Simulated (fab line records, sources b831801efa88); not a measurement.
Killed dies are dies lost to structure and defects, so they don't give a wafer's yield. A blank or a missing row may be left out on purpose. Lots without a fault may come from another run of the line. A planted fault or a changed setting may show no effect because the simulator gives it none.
fab line records | flow sky130
record lots=6 wafers=18 last_day=50
route steps=708 shown METAL1@446 VIA1@458 PAD_OPEN@708
lots that met no fault: from a run of the same line without faults
start_h: hours from the record's first day to the start of the lot's first wafer shown | wait_h: hours since the lot's step before | " the same as in the row above | L1.1+2: a row that stands for several wafers | - no value, or no start given | * or withheld: withheld | < > ~ a bound
route shown NAME@n: a module of which the file shows steps, and the number in the route of the first | usual: mean/standard deviation of fault-free wafers | same: alike in all rows | chamber/n: place in a boat | sites: the reading at each site | _std_site: their standard deviation | _edge_site: outer sites' mean less inner sites' | radius_mm: how far each site lies from the wafer's centre | mask NAME#n: copy n | behind: the tool/chamber that last shaped the wafer | hold: why the lot was held/for how many hours/how that ended | device: the transistor (n, p or np) that didn't switch | end of line: the same wafers' tests at the end of the route | a step without rows: its recipe alone | killed: dies lost to structure and defects at the first sort, not the wafer's yield | map: a wafer's dies, x killed, . not, _ none there
set.NAME: the setting as run; set.NAME@STEP: as run at that earlier step | model.NAME: the simulator's own value behind a step, which no gauge read
lots at some steps of the route; a table a step, a row a wafer
services: from which hour (start_h, from the record's first day; less than 0 if before it) a tool's chamber was out of use, for how many hours, and why
## steps
# step SKY_METAL1_EXPOSE_12
# recipe mask_id=MM1 na=0.8 source_shape=annular sigma_inner=0.55 sigma_outer=0.85 target_cd_nm=140 dose_mj=28
# step SKY_METAL1_PEB_13
# recipe peb_temp_c=withheld peb_time_s=withheld resist=KrF-thick
# step SKY_METAL1_DEVELOP_14
# recipe develop_time_s=60 resist=KrF-thick dev_temp_c=21
# step SKY_METAL1_CD_MEAS_15
# recipe target_cd_nm=140
# usual cd_nm=140.3/1.2
# columns lot.wafer tool chamber start_h wait_h cd_nm
L693.1 cd_sem-01 - 786.63 - 140.6
L693.3 " - " " 141.6
L693.4 " - " " 140.4
L694.3 cd_sem-02 - 806.52 - 139.5
L694.4 " - " " 140.1
L694.5 " - " " 137.7
L695.1 cd_sem-02 - 812.98 - 139.5
L695.2 " - " " 140.7
L695.5 " - " " 141.3
L706.1 cd_sem-02 - 884.59 - 143.3
L706.2 " - " " 142.7
L706.5 " - " " 142.7
L709.3 cd_sem-01 - 914.68 - 139.7
L709.4 " - " " 139.6
L709.5 " - " " 141.5
L712.1 cd_sem-02 - 932.03 - 137.9
L712.2 " - " " 139.9
L712.4 " - " " 138.5
# step SKY_METAL1_OVL_MEAS_16
# usual METAL1_OVL=-1/5.4
# columns lot.wafer tool chamber start_h wait_h METAL1_OVL[nm]
L693.1 overlay-01 - 786.75 0.1 -4
L693.3 " - " " -8
L693.4 " - " " -5
L694.3 overlay-02 - 806.61 0.1 3
L694.4 " - " " 6
L694.5 " - " " 2
L695.1 overlay-01 - 813.10 0.1 0
L695.2 " - " " -4
L695.5 " - " " 2
L706.1 overlay-01 - 884.71 0.1 -8
L706.2 " - " " -11
L706.5 " - " " -16
L709.3 overlay-01 - 914.77 0.1 2
L709.4 " - " " 6
L709.5 " - " " 3
L712.1 overlay-02 - 932.15 0.1 -8
L712.2 " - " " -7
L712.4 " - " " -3
# step SKY_METAL1_DESCUM_17
# recipe chemistry=O2 source_power_w=150 bias_power_w=0 pressure_mtorr=10 temp_c=40 time_s=8
# usual drypump_motor_current_A=5.62/0.18 oes_product_au=1.000/0.0066 rf_fwd_power_W=147.2/0.89
# columns lot.wafer tool chamber start_h wait_h drypump_motor_current_A oes_product_au rf_fwd_power_W rf_hours_counter_h
L693.1 rie_metal-02 0 786.79 0.0 5.81 1.003 146.5 12
L693.3 " 0 " " 5.80 0.997 146.0 -
L693.4 " 1 " " 5.63 0.996 148.4 -
L694.3 rie_metal-01 0 806.65 0.0 5.19 0.985 148.0 -
L694.4 " 1 " " 5.78 0.978 148.3 -
L694.5 " 0 " " 5.20 0.993 147.1 -
L695.1 rie_metal-02 0 813.14 0.0 5.77 0.998 146.2 13
L695.2 " 1 " " 5.62 1.000 148.0 4
L695.5 " 1 " " 5.63 0.995 148.1 -
L706.1 rie_metal-02 1 884.74 0.0 5.66 1.004 148.4 7
L706.2 " 0 " " 5.77 1.010 146.6 16
L706.5 " 0 " " 5.77 0.999 146.8 -
L709.3 rie_metal-01 0 914.80 0.0 5.21 1.009 147.0 -
L709.4 " 1 " " 5.79 1.007 147.8 -
L709.5 " 1 " " 5.78 1.007 147.4 -
L712.1 rie_metal-01 1 932.18 0.0 5.79 0.998 147.3 10
L712.2 " 0 " " 5.19 1.003 146.1 13
L712.4 " 0 " " 5.20 0.996 146.3 -
# step SKY_METAL1_ETCH_18
# recipe chemistry=N2/H2 target=BARC ion_energy_ev=200 bias_w=100 pressure_mtorr=30 n2_flow_sccm=100 h2_flow_sccm=200 icp_w=500 stop_on=SiO2 time_s=45.9 target_depth_a=600
# usual drypump_motor_current_A=5.62/0.17 oes_product_au=0.854/0.0046 rf_fwd_power_W=495.3/2.3 throttle_valve_pct=13.223/0.0099
# columns lot.wafer tool chamber start_h wait_h drypump_motor_current_A oes_product_au rf_fwd_power_W rf_hours_counter_h throttle_valve_pct
L693.1 rie_metal-02 0 786.82 0.0 5.79 0.850 493.3 12 13.235
L693.3 " 0 " " 5.79 0.859 493.6 - 13.239
L693.4 " 1 " " 5.63 0.854 497.5 - 13.236
L694.3 rie_metal-01 0 806.69 0.0 5.22 0.860 491.0 - 13.229
L694.4 " 1 " " 5.77 0.859 496.8 - 13.230
L694.5 " 0 " " 5.22 0.859 490.5 - 13.222
L695.1 rie_metal-02 0 813.17 0.0 5.79 0.857 492.6 13 13.209
L695.2 " 1 " " 5.66 0.853 497.6 4 13.232
L695.5 " 1 " " 5.63 0.857 496.8 - 13.214
L706.1 rie_metal-02 1 884.77 0.0 5.66 0.847 497.2 7 13.223
L706.2 " 0 " " 5.77 0.853 493.0 16 13.217
L706.5 " 0 " " 5.80 0.854 491.6 - 13.217
L709.3 rie_metal-01 0 914.84 0.0 5.18 0.855 495.2 - 13.224
L709.4 " 1 " " 5.77 0.859 496.7 - 13.227
L709.5 " 1 " " 5.80 0.853 496.3 - 13.214
L712.1 rie_metal-01 1 932.21 0.0 5.80 0.853 496.1 10 13.212
L712.2 " 0 " " 5.21 0.865 497.3 13 13.230
L712.4 " 0 " " 5.21 0.856 497.4 - 13.213
# step SKY_METAL1_METAL_ETCH_19
# recipe target_depth_a=3600 stop_on=SiO2 over_etch_frac=0.3 time_s=78 chemistry=Cl2/BCl3 resist_sidewall_deg=88 pressure_mtorr=10 icp_w=900 bias_w=48.5 Cl2_flow_sccm=60 bcl3_flow_sccm=30
# usual drypump_motor_current_A=5.62/0.18 oes_product_au=0.853/0.0059 rf_fwd_power_W=894/3.3 throttle_valve_pct=22.266/0.0088
# columns lot.wafer tool chamber start_h wait_h drypump_motor_current_A oes_product_au rf_fwd_power_W rf_hours_counter_h throttle_valve_pct
L693.1 rie_metal-02 0 786.89 0.0 5.77 0.848 890 12 22.255
L693.3 " 0 " " 5.77 0.852 885 - 22.261
L693.4 " 1 " " 5.63 0.859 898 - 22.260
L694.3 rie_metal-01 0 806.76 0.1 5.19 0.851 895 - 22.278
L694.4 " 1 " " 5.77 0.865 895 - 22.267
L694.5 " 0 " " 5.18 0.860 895 - 22.269
L695.1 rie_metal-02 0 813.23 0.0 5.77 0.844 892 13 22.265
L695.2 " 1 " " 5.66 0.850 894 4 22.262
L695.5 " 1 " " 5.65 0.856 896 - 22.270
L706.1 rie_metal-02 1 884.84 0.0 5.65 0.854 892 7 22.264
L706.2 " 0 " " 5.77 0.855 890 16 22.260
L706.5 " 0 " " 5.76 0.860 897 - 22.263
L709.3 rie_metal-01 0 914.92 0.1 5.17 0.853 901 - 22.270
L709.4 " 1 " " 5.79 0.853 894 - 22.265
L709.5 " 1 " " 5.79 0.850 893 - 22.254
L712.1 rie_metal-01 1 932.28 0.0 5.76 0.853 893 10 22.273
L712.2 " 0 " " 5.18 0.864 891 13 22.267
L712.4 " 0 " " 5.18 0.853 894 - 22.273
# step SKY_METAL1_STRIP_20
# recipe chemistry=O2/N2 power_w=1400 pressure_mtorr=1500 platen_temp_c=withheld o2_flow_sccm=3000 n2_flow_sccm=300 overash_fraction=0.5
# usual drypump_motor_current_A=5.7/0.39 oes_product_au=0.342/0.0051 strip_time_to_endpoint_s=2.689/0.028
# columns lot.wafer tool chamber start_h wait_h drypump_motor_current_A oes_product_au rf_hours_counter_h strip_time_to_endpoint_s
L693.1 plasma_asher-01 0 786.98 0.1 5.7 0.342 5 2.667
L693.3 " 1 " " 5.9 0.347 - 2.676
L693.4 " 0 " " 5.7 0.345 - 2.673
L694.3 plasma_asher-03 1 806.86 0.1 5.1 0.341 - 2.730
L694.4 " 0 " " 6.2 0.340 - 2.682
L694.5 " 0 " " 6.2 0.342 - 2.730
L695.1 plasma_asher-01 0 813.32 0.1 5.7 0.341 7 2.724
L695.2 " 1 " " 5.9 0.352 7 2.717
L695.5 " 0 " " 5.7 0.347 - 2.714
L706.1 plasma_asher-02 0 884.93 0.1 5.3 0.348 74 2.704
L706.2 " 1 " " 6.1 0.333 74 2.698
L706.5 " 0 " " 5.3 0.345 - 2.661
L709.3 plasma_asher-02 0 915.01 0.1 5.3 0.343 - 2.679
L709.4 " 1 " " 6.1 0.342 - 2.707
L709.5 " 1 " " 6.1 0.354 - 2.703
L712.1 plasma_asher-03 1 932.37 0.1 5.2 0.342 116 2.669
L712.2 " 0 " " 6.2 0.337 116 2.677
L712.4 " 0 " " 6.2 0.339 - 2.668
# step SKY_METAL1_STRIP_21
# recipe chemistry=post_etch_residue_remover time_s=1200 temp_c=72.5
# step SKY_METAL1_CLEAN_22
# recipe chemistry=IPA time_s=180 temp_c=25
# step SKY_METAL1_CLEAN_23
# recipe chemistry=O3/DIW dry=n2_spin
# step SKY_VIA1_HDPCVD_00
# recipe material=SiO2 target_thk_nm=1030 sigma_open_frac=0.3 time_s=171.7 temp_c=400 sih4_flow_sccm=60 pressure_mtorr=6
# columns lot.wafer tool chamber start_h wait_h model.SiO2_of_VIA1_HDPCVD_00.thk_nm
L693.1 hdpcvd-01 2 787.57 0.0 1029
L693.3 " 0 " " 1022
L693.4 " 1 " " 1027
L694.3 hdpcvd-01 0 807.42 0.0 1030
L694.4 " 2 " " 746
L694.5 " 1 " " 1025
L695.1 hdpcvd-01 2 813.91 0.0 753.7
L695.2 " 1 " " 1035
L695.5 " 2 " " 1038
L706.1 hdpcvd-02 2 885.52 0.0 1022
L706.2 " 0 " " 1019
L706.5 " 2 " " 1037
L709.3 hdpcvd-01 0 915.57 0.0 1027
L709.4 " 0 " " 1011
L709.5 " 2 " " 1018
L712.1 hdpcvd-02 1 932.96 0.0 1039
L712.2 " 0 " " 1046
L712.4 " 1 " " 1043
# step SKY_VIA1_THK_MEAS_01
# recipe reads=SiO2_of_VIA1_HDPCVD_00
# usual VIA1_HDPCVD_THK=1034/11
# columns lot.wafer tool chamber start_h wait_h hold VIA1_HDPCVD_THK[nm]
L693.1 film_metro-01 - 787.68 0.1 - 1029
L693.3 " - " " - 1023
L693.4 " - " " - 1026
L694.3 film_metro-01 - 807.55 0.1 await_dispo/0.2h/release 1029
L694.4 " - " " await_dispo/0.2h/release 746
L694.5 " - " " await_dispo/0.2h/release 1025
L694.3 film_metro-01 - 807.78 0.2 - 1030
L694.4 " - " " - 746
L694.5 " - " " - 1025
L695.1 film_metro-04 - 814.03 0.1 await_dispo/0.2h/release 753
L695.2 " - " " await_dispo/0.2h/release 1036
L695.5 " - " " await_dispo/0.2h/release 1038
L695.1 film_metro-04 - 814.25 0.2 - 753
L695.2 " - " " - 1035
L695.5 " - " " - 1037
L706.1 film_metro-04 - 885.69 0.1 - 1023
L706.2 " - " " - 1019
L706.5 " - " " - 1037
L709.3 film_metro-04 - 915.70 0.1 - 1027
L709.4 " - " " - 1011
L709.5 " - " " - 1018
L712.1 film_metro-03 - 933.07 0.1 - 1040
L712.2 " - " " - 1046
L712.4 " - " " - 1043
# step SKY_VIA1_CMP_02
# recipe material=SiO2 down_force_psi=4 platen_rpm=60 pad_velocity_m_s=0.94248
# usual motor_current_A=12.2/0.89
# columns lot.wafer tool chamber start_h wait_h hold motor_current_A
L693.3 cmp-02 2 787.93 0.2 - 13.8
L693.4 " 3 " " - 12.5
L693.1 " 0 " " - 11.6
L694.3 cmp-01 0 810.05 2.3 await_dispo/2.2h/release 12.1
L694.4 " 2 " " await_dispo/2.2h/release 11.1
L694.5 " 0 " " await_dispo/2.2h/release 11.4
L695.1 cmp-02 0 818.85 4.6 await_dispo/2.4h/release 11.6
L695.2 " 1 " " await_dispo/2.4h/release 12.5
L695.5 " 2 " " await_dispo/2.4h/release 13.7
L706.1 cmp-01 3 885.75 0.1 - 12.1
L706.2 " 0 " " - 12.5
L706.5 " 3 " " - 11.8
L709.3 cmp-01 3 915.74 0.0 - 12.2
L709.4 " 0 " " - 12.2
L709.5 " 0 " " - 10.6
L712.4 cmp-02 0 933.13 0.0 - 11.0
L712.2 " 1 " " - 12.1
L712.1 " 2 " " - 13.3
# step SKY_PAD_OPEN_PROBE_99
# usual defect_limited_yield=82.5/1.9 killed_at_M0_to_M3=44/7.2 killed_at_M4_up=3.1/1.7 killed_at_contacts=25/5.1 killed_at_front_end=14/4.6 killed_at_other=0.3/0.59 killed_dies=86/9.6 killed_open=47/7.4 killed_short=39/6 sort_bin_3_pad_short=0.8/0.4 sort_bin_5_function=10.4/1.5 sort_bin_6_memory=6.2/1.1 sort_n_pass=406/9.6 sort_yield_pct=82.5/1.9
# same gross_dies=492 killed_at_back_side=0 sort_bin_4_leakage[%]=0 sort_bin_8_speed[%]=0
# columns lot.wafer tool chamber start_h wait_h defect_limited_yield[%] killed_at_M0_to_M3 killed_at_M4_up killed_at_contacts killed_at_front_end killed_at_other killed_dies killed_open killed_short sort_bin_3_pad_short[%] sort_bin_5_function[%] sort_bin_6_memory[%] sort_n_pass sort_yield_pct[%]
L694.3 prober-01 - 1105.73 0.2 85.6 37 0 19 13 2 71 32 39 0.6 6.5 7.3 421 85.6
L694.4 prober-01 - 1105.78 0.2 85.8 41 1 23 4 1 70 36 34 0.2 9.1 4.9 422 85.8
L694.5 prober-01 - 1105.83 0.2 80.3 49 3 27 18 0 97 50 47 1.0 12.0 6.7 395 80.3
L695.1 prober-02 - 1109.70 0.1 82.3 49 3 21 14 0 87 46 41 1.0 10.0 6.7 405 82.3
L695.2 prober-02 - 1109.75 0.1 83.7 46 3 27 4 0 80 52 28 1.0 9.3 5.9 412 83.7
L695.5 prober-02 - 1109.90 0.2 85.2 38 1 24 10 0 73 31 42 0.8 7.7 6.3 419 85.2
L706.1 prober-01 - 1165.46 0.1 81.1 56 6 25 6 0 93 51 42 0.4 11.8 6.7 399 81.1
L706.2 prober-01 - 1165.51 0.1 81.3 37 1 37 16 1 92 48 44 1.0 11.2 6.5 400 81.3
L706.5 prober-01 - 1165.66 0.2 78.5 60 3 31 12 0 106 63 43 1.6 12.6 7.3 386 78.5
L709.3 prober-02 - 1183.10 0.2 79.9 41 6 34 18 0 99 56 43 0.8 11.8 7.5 393 79.9
L709.4 prober-02 - 1183.15 0.2 82.1 42 5 26 15 0 88 52 36 0.6 10.4 6.9 404 82.1
L709.5 prober-02 - 1183.20 0.2 80.9 51 6 22 15 0 94 49 45 0.2 10.4 8.5 398 80.9
# killed by level:class
L694.3 FIELD_ISO:geometric_particle:short=6 METAL1:geometric_particle:short=6 VIA1:geometric_particle:open=6 VIA2:geometric_particle:open=6 CONTACT:geometric_particle:short=5 CONTACT:geometric_particle:open=5 VIA3:geometric_particle:short=5 LOCAL_INTERCONNECT:geometric_particle:short=4
L694.4 CONTACT:geometric_particle:open=12 VIA3:geometric_particle:short=7 VIA1:geometric_particle:open=6 VIA3:geometric_particle:open=6 VIA2:geometric_particle:open=6 CONTACT:geometric_particle:short=4 VIA1:geometric_particle:short=4 METAL2:geometric_particle:short=4
L694.5 VIA1:geometric_particle:open=11 CONTACT:geometric_particle:open=8 VIA3:geometric_particle:open=8 LI_CONTACT:geometric_particle:open=7 VIA1:geometric_particle:short=7 CONTACT:geometric_particle:short=6 VIA2:geometric_particle:short=5 METAL1:geometric_particle:short=5
L695.1 VIA1:geometric_particle:open=11 CONTACT:geometric_particle:open=8 METAL2:geometric_particle:short=7 FIELD_ISO:geometric_particle:open=6 VIA2:geometric_particle:open=6 CONTACT:geometric_particle:short=5 VIA2:geometric_particle:short=5 VIA1:geometric_particle:short=4
L695.2 CONTACT:geometric_particle:open=16 VIA1:geometric_particle:open=11 VIA2:geometric_particle:open=9 LI_CONTACT:geometric_particle:open=6 METAL2:geometric_particle:short=6 METAL3:geometric_particle:short=5 VIA3:geometric_particle:open=5 METAL1:geometric_particle:short=4
L695.5 CONTACT:geometric_particle:short=8 VIA1:geometric_particle:open=7 LI_CONTACT:geometric_particle:open=6 CONTACT:geometric_particle:open=6 METAL1:geometric_particle:short=6 METAL3:geometric_particle:short=5 VIA3:geometric_particle:open=5 VIA1:geometric_particle:short=5
L706.1 CONTACT:geometric_particle:open=12 VIA3:geometric_particle:open=10 VIA1:geometric_particle:open=10 CONTACT:geometric_particle:short=7 METAL1:geometric_particle:short=7 METAL2:geometric_particle:short=7 VIA1:geometric_particle:short=5 VIA2:geometric_particle:open=5
L706.2 CONTACT:geometric_particle:open=14 VIA1:geometric_particle:open=12 CONTACT:geometric_particle:short=9 LOCAL_INTERCONNECT:geometric_particle:short=7 METAL1:geometric_particle:short=7 VIA3:geometric_particle:open=6 POLY_GATE:geometric_particle:short=5 LI_CONTACT:geometric_particle:open=5
L706.5 CONTACT:geometric_particle:open=16 VIA1:geometric_particle:open=16 VIA2:geometric_particle:open=8 METAL2:geometric_particle:short=7 METAL1:geometric_particle:short=6 VIA1:geometric_particle:short=6 VIA3:geometric_particle:open=6 LOCAL_INTERCONNECT:geometric_particle:short=5
L709.3 CONTACT:geometric_particle:open=13 VIA1:geometric_particle:open=9 FIELD_ISO:geometric_particle:open=7 LI_CONTACT:geometric_particle:open=7 LOCAL_INTERCONNECT:geometric_particle:short=7 VIA3:geometric_particle:short=6 FIELD_ISO:geometric_particle:short=5 CONTACT:geometric_particle:short=5
L709.4 LI_CONTACT:geometric_particle:open=9 VIA1:geometric_particle:open=7 VIA2:geometric_particle:open=7 FIELD_ISO:geometric_particle:open=6 CONTACT:geometric_particle:short=5 METAL1:geometric_particle:open=5 METAL4:geometric_particle:short=5 METAL1:geometric_particle:short=4
L709.5 CONTACT:geometric_particle:open=13 VIA1:geometric_particle:open=12 VIA3:geometric_particle:open=7 FIELD_ISO:geometric_particle:short=6 METAL2:geometric_particle:short=6 VIA3:geometric_particle:short=6 CONTACT:geometric_particle:short=5 METAL1:geometric_particle:short=5
## services
# columns tool chamber start_h hours kind
cmp-02 - 779.36 0.4 repair
cmp-01 - 780.13 12.3 pm
hdpcvd-01 0 789.09 5.3 repair
cmp-02 - 815.39 3.4 repair
rie_metal-01 - 824.38 2.8 pm
cmp-02 - 830.64 2.1 repair
cmp-01 - 835.15 3.0 repair
rie_metal-01 0 841.92 1.0 repair
cmp-02 - 852.74 4.4 repair
hdpcvd-02 1 864.52 26.8 repair
cmp-02 - 912.04 4.0 pm
cmp-02 - 916.04 - consumable_replace:conditioner
cmp-02 - 916.04 - consumable_replace:pad
cmp-01 - 922.99 6.4 pm
## key
first_sign step=SKY_VIA1_THK_MEAS_01 reading=visit direction=added
effect step=SKY_VIA1_THK_MEAS_01 reading=VIA1_HDPCVD_THK direction=down sigmas=27 usual=1034 struck=750
model_effect step=SKY_VIA1_HDPCVD_00 value=SiO2_of_VIA1_HDPCVD_00.thk_nm without=1047 struck=749.8
met_at SKY_VIA1_HDPCVD_00
struck_wafers L694.4,L695.1
onset_between 787.57 807.42
fault kind=process_parameter_drift tool=hdpcvd-01 chamber=- onset_h=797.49 steps=SKY_VIA1_HDPCVD_00 channel=target_thk_nm offset=-297.41 shape=step end_h=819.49 scope=struck_wafers_only acts_in=these_recipes_only stated=1030
